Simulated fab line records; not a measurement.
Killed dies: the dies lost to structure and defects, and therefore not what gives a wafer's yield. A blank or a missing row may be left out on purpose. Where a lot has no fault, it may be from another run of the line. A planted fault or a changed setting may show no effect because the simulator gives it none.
Which tool was responsible? | flow sky130 | 36 wafers sampled from 12 lots at 1 step of a route of 708

## WHAT THE GAUGES READ, wafer by wafer
SKY_VT_ADJUST_PCH_OVL_MEAS_07.
lot  | measured     | on         | VT_ADJUST_PCH_OVL (nm)
L075 | day 10 14:54 | overlay-01 | -0.6 0.0 -1.6
L077 | day 11 11:24 | overlay-01 | -2.2 -1.7 -3.1
L079 | day 12 04:27 | overlay-02 | 2.9 1.6 0.8
L081 | day 12 14:08 | overlay-02 | -0.4 -0.6 2.1
L083 | day 13 06:40 | overlay-01 | 0.2 -0.4 -2.0
L085 | day 13 21:48 | overlay-01 | -0.6 -0.8 0.0
L087 | day 14 09:38 | overlay-02 | -1.0 -0.1 1.0
L089 | day 15 00:34 | overlay-02 | 0.1 0.6 3.0
L091 | day 15 17:35 | overlay-02 | -0.4 -1.5 -0.9
L093 | day 16 13:10 | overlay-01 | -0.5 0.3 -1.6
L095 | day 17 00:14 | overlay-01 | 0.2 -4.4 -1.5
L097 | day 17 13:39 | overlay-01 | -0.9 1.0 -0.8

## TOOL THAT RAN EACH LOT (tool first, then ch and the chambers of the sampled wafers, then the start)
Before these readings, the record contains no process step.

## THE ANSWER, worked out from the rows above alone
Rule: what is usual is taken from the lots themselves. Put in order of their means at a reading, lots are off if they are a third of the lots or fewer, leave a main group of 4 or more, and stand apart from it by a gap of 3 or more times the standard deviation of the main group's means; of several such gaps the widest counts. A main group whose means are all the same, to the digits that the tables above print for the reading, isn't used. Also off: a lot with no number at a reading for which 4 or more lots have one. Where the step has rows for the other lots, those lots are counted as sound.
None of the lots is off at any reading shown; this tells nothing.

## WHAT THE SIMULATOR HAD PUT IN
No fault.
